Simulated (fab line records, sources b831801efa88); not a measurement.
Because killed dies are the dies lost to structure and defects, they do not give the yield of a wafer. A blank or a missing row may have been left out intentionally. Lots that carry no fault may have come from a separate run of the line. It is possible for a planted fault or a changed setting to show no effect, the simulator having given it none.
A struck lot beside a sound one | flow sky130 | 44 steps out of a route of 708
Sound: the wafers L886.1, L886.4, L886.5. Wafers L890.3, L890.4, L890.6 were the ones struck. The cause is given at the end.
Per side, at each step with rows, come the tool, then ch with its chambers, and then its first start. Under that, the readings that differ: sound wafers | struck wafers | difference of the means | sigmas: that difference in standard deviations of wafers without a fault.
alike: readings with means less than 2 such deviations apart, plus words and numbers identical on both sides. not compared: withheld readings, readings lacking a value on some wafer, bounds such as >300 that could conceal the same value, and numbers that have no deviation in the record and whose values overlap.
Wherever a step has rows on one side only, a row that says differs or no value, or a row with sigmas, the two part there. Numbers that have no deviation but don't overlap get no sigmas and don't part them. A reading that every wafer of one side lacks parts them only if that side has two wafers or more.

first, 5 steps without rows for these wafers: SKY_FIELD_ISO_WET_ETCH_18 (etches Si3N4 in H3PO4, target depth 25 nm, time 286 s); SKY_FIELD_ISO_CLEAN_19 (cleans in SC1/SC2, time 150 s); SKY_FIELD_ISO_CLEAN_20 (cleans in dHF, time 20 s); SKY_FIELD_ISO_WET_ETCH_21 (etches SiO2 in dHF, target depth 20 nm, time 400 s); SKY_FIELD_ISO_OXIDATION_22 (stabilise 600 s, purge 300 s, target thk 10 nm).
SKY_FIELD_ISO_THK_MEAS_23:
  sound on film metro-04 at day 4 05:40; struck on film metro-01 at day 5 01:40
  reading                         | sound          | struck            | difference | sigmas
  FIELD_ISO_OXIDATION_01_THK (nm) | 9.41 9.46 9.54 | 10.23 10.45 10.26 | +0.84      | +3
then, 1 step without rows for these wafers: SKY_FIELD_ISO_CVD_24 (deposits SiO2, target thk 595 nm, time 99.2 s).
SKY_FIELD_ISO_THK_MEAS_25:
  sound on film metro-04 at day 4 05:48; struck on film metro-03 at day 5 01:48
  alike: FIELD_ISO_CVD_24_THK
then, 1 step without rows for these wafers: SKY_FIELD_ISO_ANNEAL_26 (time 1800 s).
SKY_FIELD_ISO_CMP_27: polishes, stops on Si3N4, t overpolish 16 s, target thk 457.8 nm.
  sound on cmp-01 ch 0,1, day 4 07:40; struck on cmp-02 ch 0,2,3, day 5 03:26
  alike: motor current A, overpolish run s, time to endpoint s
then, 2 steps without rows for these wafers: SKY_FIELD_ISO_WET_ETCH_28 (etches SiO2 in dHF, target depth 23.7 nm, time 47 s); SKY_FIELD_ISO_WET_ETCH_29 (etches Si3N4 in H3PO4, target depth 160 nm, time 1825 s).
SKY_FIELD_ISO_WET_ETCH_30: etches SiO2 in dHF, target depth 25 nm, time 50 s.
  sound on wet bench-03 ch 2, day 4 08:30; struck on wet bench-04 ch 2, day 5 04:13
  reading                                    | sound             | struck          | difference | sigmas
  run length s (s)                           | 76.5 76.5 76.5    | 49.9 49.9 49.9  | -26.6      | -10
  model.SiO2_of_FIELD_ISO_CVD_24.thk nm (nm) | 404.4 406.2 403.7 | 421.5 420.7 420 | +16.0      |
  alike: bath heat duty pct
then, 2 steps without rows for these wafers: SKY_NWELL_CLEAN_00 (cleans in SC1/SC2, time 150 s); SKY_NWELL_OXIDATION_01 (stabilise 600 s, purge 300 s, target thk 10 nm).
SKY_NWELL_THK_MEAS_02:
  sound on film metro-04 at day 4 10:41; struck on film metro-03 at day 5 05:43
  alike: NWELL_OXIDATION_THK
then, 8 steps without rows for these wafers: SKY_DNWELL_DEHYDRATE_00 (time 60 s); SKY_DNWELL_HMDS_01 (prime time 60 s); SKY_DNWELL_COAT_02 (resist thk 3000 nm); SKY_DNWELL_SOFTBAKE_03; SKY_DNWELL_EXPOSE_04 (exposes mask DNM, target cd 3000 nm); SKY_DNWELL_PEB_05; SKY_DNWELL_DEVELOP_06 (develop time 60 s); SKY_DNWELL_IMPLANT_07.
SKY_DNWELL_STRIP_08: strips in O2/N2.
  sound on plasma asher-01 ch 0,1, day 5 03:39; struck on plasma asher-01 ch 0,1, day 6 00:09
  alike: drypump motor current A, oes product au, strip time to endpoint s
  not compared: rf hours counter h
SKY_DNWELL_TW_MEAS_09:
  sound on film metro-02 at day 5 03:45; struck on film metro-02 at day 6 00:14
  alike: DNWELL_TW
then, 7 steps without rows for these wafers: SKY_PWDE_DEHYDRATE_00 (time 60 s); SKY_PWDE_HMDS_01 (prime time 60 s); SKY_PWDE_COAT_02 (resist thk 3000 nm); SKY_PWDE_SOFTBAKE_03; SKY_PWDE_EXPOSE_04 (exposes mask PWDEM, target cd 840 nm); SKY_PWDE_PEB_05; SKY_PWDE_DEVELOP_06 (develop time 60 s).
SKY_PWDE_OVL_MEAS_07:
  sound on overlay-02 at day 5 22:11; struck on overlay-02 at day 6 19:05
  reading       | sound          | struck        | difference | sigmas
  PWDE_OVL (nm) | -2.8 -3.0 -2.5 | -0.9 -0.3 1.2 | +2.8       | +2
then, 1 step without rows for these wafers: SKY_PWDE_IMPLANT_08.
SKY_PWDE_STRIP_09: strips in O2/N2.
  sound on plasma asher-03 ch 0, day 5 22:22; struck on plasma asher-04 ch 0,1, day 6 19:18
  alike: drypump motor current A, oes product au, strip time to endpoint s
  not compared: rf hours counter h
SKY_PWDE_TW_MEAS_10:
  sound on film metro-03 at day 5 22:28; struck on film metro-04 at day 6 19:23
  alike: PWDE_TW
then, 5 steps without rows for these wafers: SKY_NWELL_DEHYDRATE_03 (time 60 s); SKY_NWELL_HMDS_04 (prime time 60 s); SKY_NWELL_COAT_05 (resist thk 3059 nm); SKY_NWELL_SOFTBAKE_06; SKY_NWELL_EXPOSE_07 (exposes mask NWM, target cd 840 nm).
-- the record jumps here: 26 days lie between the struck wafers' starts before and after (it left off in module NWELL and takes up again in module SALICIDE, whose first step shown is number 361 of the route) --
SKY_SALICIDE_CLEAN_00: cleans in HF-last, time 30 s.
  sound on wet bench-02 ch 3, day 31 13:20; struck on wet bench-04 ch 3, day 32 15:14
  reading                                    | sound             | struck            | difference | sigmas
  model.SiO2_of_FIELD_ISO_CVD_24.thk nm (nm) | 358.3 360.1 357.6 | 374.9 374.6 373.8 | +15.8      |
-- the record jumps here: 17 days lie between the struck wafers' starts before and after (it left off in module SALICIDE and takes up again in module PAD_OPEN, whose first step shown is number 708 of the route) --
SKY_PAD_OPEN_PROBE_99:
  sound on prober-01 at day 48 12:42; struck on prober-02 at day 49 06:53
  reading                                 | sound                         | struck                        | difference | sigmas
  model.etest.res_p_drift_20v.line ohm um | 1.147e+04 1.188e+04 1.124e+04 | 1.239e+04 1.228e+04 1.205e+04 | +7.100e+02 |
  model.etest.res_p_drift_20v.rs ohm sq   | 9575 1e+04 9455               | 1.022e+04 1.014e+04 1.003e+04 | +4.533e+02 |
  model.etest.pfet_16v.r on ohm um        | 1.536e+04 1.568e+04 1.519e+04 | 1.621e+04 1.626e+04 1.601e+04 | +7.500e+02 |
  model.etest.res iso pwell.rs ohm sq     | 3449 3615 3343                | 3826 3786 3674                | +293       |
  model.etest.pfet_16v.drive ua um        | 245.8 241.6 250.5             | 237.8 235.1 239.4             | -8.5       |
  model.etest.cap li to poly.c af um2     | 99.28 95.48 100.1             | 103.8 105.8 102.2             | +5.6       |
  alike: killed_at_M0_to_M3, killed_at_M4_up, killed at contacts, killed at front end, killed at other, killed dies, killed on rim, killed open, killed short
  not compared: model.etest.res iso pwell.line ohm um, model.etest.cap poly to well.c af um2

== WHERE THEY PART ==
At SKY_FIELD_ISO_THK_MEAS_23 first; at SKY_PWDE_OVL_MEAS_07 last (within this record only). Later steps at which nothing parts them and some readings are alike: SKY_PWDE_STRIP_09, SKY_PWDE_TW_MEAS_10, SKY_PAD_OPEN_PROBE_99.

WHY: whatever the simulator had introduced
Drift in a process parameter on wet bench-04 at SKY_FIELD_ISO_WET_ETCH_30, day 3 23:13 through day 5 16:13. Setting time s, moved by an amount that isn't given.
